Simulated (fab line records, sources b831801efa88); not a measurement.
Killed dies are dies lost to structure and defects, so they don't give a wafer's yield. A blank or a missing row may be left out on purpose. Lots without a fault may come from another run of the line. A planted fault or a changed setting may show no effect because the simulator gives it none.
Which tool did it? | flow sky130 | 12 lots, 36 wafers sampled, at 4 steps of a route of 708

WHAT THE GAUGES READ, wafer by wafer
SKY_LOCAL_INTERCONNECT_THK_MEAS_02: measures by xrf. Usual: LOCAL_INTERCONNECT_TIN_THK 99.1 nm, standard deviation 0.95.
lot  | measured     | on            | LOCAL_INTERCONNECT_TIN_THK (nm) | flag
L606 | day 28 23:31 | film_metro-02 | 98.0 98.7 98.1                  |
L607 | day 29 09:26 | film_metro-01 | 98.2 99.5 98.8                  |
L608 | day 29 21:06 | film_metro-02 | 98.0 97.6 97.1                  |
L609 | day 29 22:39 | film_metro-03 | 99.6 99.5 100.1                 |
L610 | day 30 16:29 | film_metro-02 | 100.2 99.9 99.5                 |
L611 | day 31 07:28 | film_metro-03 | 100.0 99.6 100.6                |
L612 | day 31 20:10 | film_metro-03 | 99.3 99.0 98.9                  |
L613 | day 31 18:38 | film_metro-03 | 96.8 97.3 96.8                  |
L614 | day 31 23:28 | film_metro-03 | 99.8 98.7 99.1                  |
L617 | day 33 18:14 | film_metro-03 | 99.0 98.8 97.9                  |
L623 | day 34 23:46 | film_metro-03 | 98.5 98.7 98.8                  |
L628 | day 36 13:51 | film_metro-03 | 98.7 98.4 97.1                  |

SKY_CONTACT_RS_MEAS_25: measures by four-point-probe. Usual: CONTACT_W_RS 0.336 ohm/sq, standard deviation 0.003.
lot  | measured     | on            | CONTACT_W_RS (ohm/sq) | flag
L606 | day 31 08:49 | film_metro-04 | 0.337 0.334 0.342     |
L607 | day 31 19:49 | film_metro-02 | 0.335 0.341 0.339     |
L608 | day 32 06:17 | film_metro-02 | 0.333 0.332 0.333     |
L609 | day 32 08:10 | film_metro-02 | 0.334 0.333 0.338     |
L610 | day 33 02:02 | film_metro-04 | 0.341 0.340 0.336     |
L611 | day 33 16:16 | film_metro-03 | 0.335 0.336 0.335     |
L612 | day 34 04:20 | film_metro-02 | 0.345 0.342 0.342     |
L613 | day 34 02:25 | film_metro-02 | 0.340 0.337 0.341     |
L614 | day 34 07:21 | film_metro-03 | 0.334 0.334 0.336     |
L617 | day 36 01:56 | film_metro-02 | 0.339 0.338 0.336     |
L623 | day 37 05:50 | film_metro-02 | 0.342 0.338 0.340     |
L628 | day 38 19:24 | film_metro-04 | 0.338 0.334 0.331     |

WHICH TOOL RAN EACH LOT (tool, then ch and the chambers of the sampled wafers, then the start)
lot  | SKY_FIELD_ISO_WET_ETCH_30      | SKY_VT_ADJUST_NCORE_STRIP_10
L606 | wet_bench-01 ch 0, day 2 11:22 | plasma_asher-01 ch 0,1, day 8 11:10
L607 | wet_bench-01 ch 0, day 2 17:44 | plasma_asher-01 ch 0,1, day 8 22:37
L608 | wet_bench-01 ch 2, day 2 21:37 | plasma_asher-01 ch 0,1, day 8 23:58
L609 | wet_bench-04 ch 0, day 3 01:41 | plasma_asher-02 ch 0,1, day 9 06:34
L610 | wet_bench-01 ch 1, day 3 06:08 | plasma_asher-01 ch 0,1, day 9 16:44
L611 | wet_bench-01 ch 0, day 3 15:37 | plasma_asher-03 ch 0,1, day 10 06:46
L612 | wet_bench-04 ch 0, day 4 01:47 | plasma_asher-03 ch 0,1, day 10 20:04
L613 | wet_bench-04 ch 3, day 4 01:55 | plasma_asher-01 ch 0,1, day 10 20:43
L614 | wet_bench-04 ch 1, day 4 07:22 | plasma_asher-03 ch 0,1, day 10 23:58
L617 | wet_bench-01 ch 2, day 4 23:16 | plasma_asher-01 ch 0, day 11 22:58
L623 | wet_bench-03 ch 2, day 6 02:48 | plasma_asher-03 ch 0,1, day 13 17:16
L628 | wet_bench-03 ch 1, day 7 07:01 | plasma_asher-01 ch 0,1, day 15 06:25
- SKY_FIELD_ISO_WET_ETCH_30: etches SiO2 in dHF, target depth 25 nm, time 50 s.
- SKY_VT_ADJUST_NCORE_STRIP_10: strips in O2/N2.

WHAT THE TOOLS THEMSELVES READ (means of the sampled wafers that have a number; where no wafer has one, the mark that the record gives instead)
SKY_FIELD_ISO_WET_ETCH_30. Usual: bath_heat_duty_pct 6.7 %, standard deviation 0.69; temp_c 24.99 C, standard deviation 0.11.
lot  | tool         | bath_heat_duty_pct (%) | temp_c (C) | flag
L606 | wet_bench-01 | 7.4                    | 25.06      |
L607 | wet_bench-01 | 7.1                    | 24.98      |
L608 | wet_bench-01 | 6.5                    | 25.06      |
L609 | wet_bench-04 | 7.0                    | 24.84      |
L610 | wet_bench-01 | 5.6                    | 24.99      |
L611 | wet_bench-01 | 7.4                    | 25.16      |
L612 | wet_bench-04 | 6.7                    | 24.95      |
L613 | wet_bench-04 | 6.8                    | 25.09      |
L614 | wet_bench-04 | 0.0                    | 8.16       | OFF
L617 | wet_bench-01 | 7.1                    | 24.98      |
L623 | wet_bench-03 | 6.6                    | 24.93      |
L628 | wet_bench-03 | 6.8                    | 25.01      |

SKY_VT_ADJUST_NCORE_STRIP_10. Usual: chamber_pressure_mTorr 1499.9 mTorr, standard deviation 1.3; drypump_motor_current_A 5.8 A, standard deviation 0.52; o2_flow_sccm 2999 sccm, standard deviation 8.8; oes_product_au 0.715 a.u., standard deviation 0.0049; strip_time_to_endpoint_s 14.18 s, standard deviation 0.038.
lot  | tool            | chamber_pressure_mTorr (mTorr) | drypump_motor_current_A (A) | o2_flow_sccm (sccm) | oes_product_au (a.u.) | strip_time_to_endpoint_s (s) | flag
L606 | plasma_asher-01 | 1500.2                         | 5.4                         | 2988                | 0.718                 | 14.18                        |
L607 | plasma_asher-01 | 1498.9                         | 5.1                         | 3000                | 0.716                 | 14.21                        |
L608 | plasma_asher-01 | 1499.5                         | 5.4                         | 3001                | 0.717                 | 14.08                        |
L609 | plasma_asher-02 | 1499.8                         | 6.2                         | 3003                | 0.716                 | 14.17                        |
L610 | plasma_asher-01 | 1498.6                         | 5.1                         | 2998                | 0.715                 | 14.19                        |
L611 | plasma_asher-03 | 1500.0                         | 6.1                         | 2996                | 0.716                 | 14.15                        |
L612 | plasma_asher-03 | 1498.7                         | 6.0                         | 2997                | 0.716                 | 14.18                        |
L613 | plasma_asher-01 | 1500.0                         | 5.4                         | 3005                | 0.715                 | 14.17                        |
L614 | plasma_asher-03 | 1501.4                         | 6.0                         | 2995                | 0.713                 | 14.18                        |
L617 | plasma_asher-01 | 1500.6                         | 5.7                         | 2990                | 0.718                 | 14.15                        |
L623 | plasma_asher-03 | 1499.2                         | 6.0                         | 2997                | 0.716                 | 14.18                        |
L628 | plasma_asher-01 | 1499.3                         | 5.4                         | 3009                | 0.716                 | 14.24                        |

THE ANSWER, worked out from the rows above alone
Rule: a lot is off if the mean of its wafers that have a number lies more than 3 standard deviations from the usual mean. A lot without any number at a reading at which 4 lots or more have one is off too. The other lots that the step has rows for count as sound. The gauges are gone through in route order, then the tools' own readings, and for those a lot's mean is taken as printed above. The first step at which some lot is off is used, and at that step the reading that is off furthest; a lot without a number counts as furthest.
Off: L614, at SKY_FIELD_ISO_WET_ETCH_30 (temp_c).
A tool fits if, at that step or a process step before it, it ran every lot that is off, and no sound lot after the first of them. One fits: wet_bench-04 at SKY_FIELD_ISO_WET_ETCH_30. Its last sound lot is L613 (day 4 01:55), its first lot that is off L614 (day 4 07:22): a fault that began between those two fits.
The tool's own readings at SKY_FIELD_ISO_WET_ETCH_30 bear it out: on the lots that are off they differ by more than 5 times the standard deviation of the sound lots' means. bath_heat_duty_pct reads 0.0 % there against 6.8 % on the sound lots; temp_c reads 8.16 C there against 25.00 C on the sound lots.

WHAT THE SIMULATOR HAD PUT IN
Process parameter drift: wet_bench-04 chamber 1, from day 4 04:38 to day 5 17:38, at SKY_FIELD_ISO_WET_ETCH_30. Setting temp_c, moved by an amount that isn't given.
Lots struck among those shown: L614. The rule above found the same.
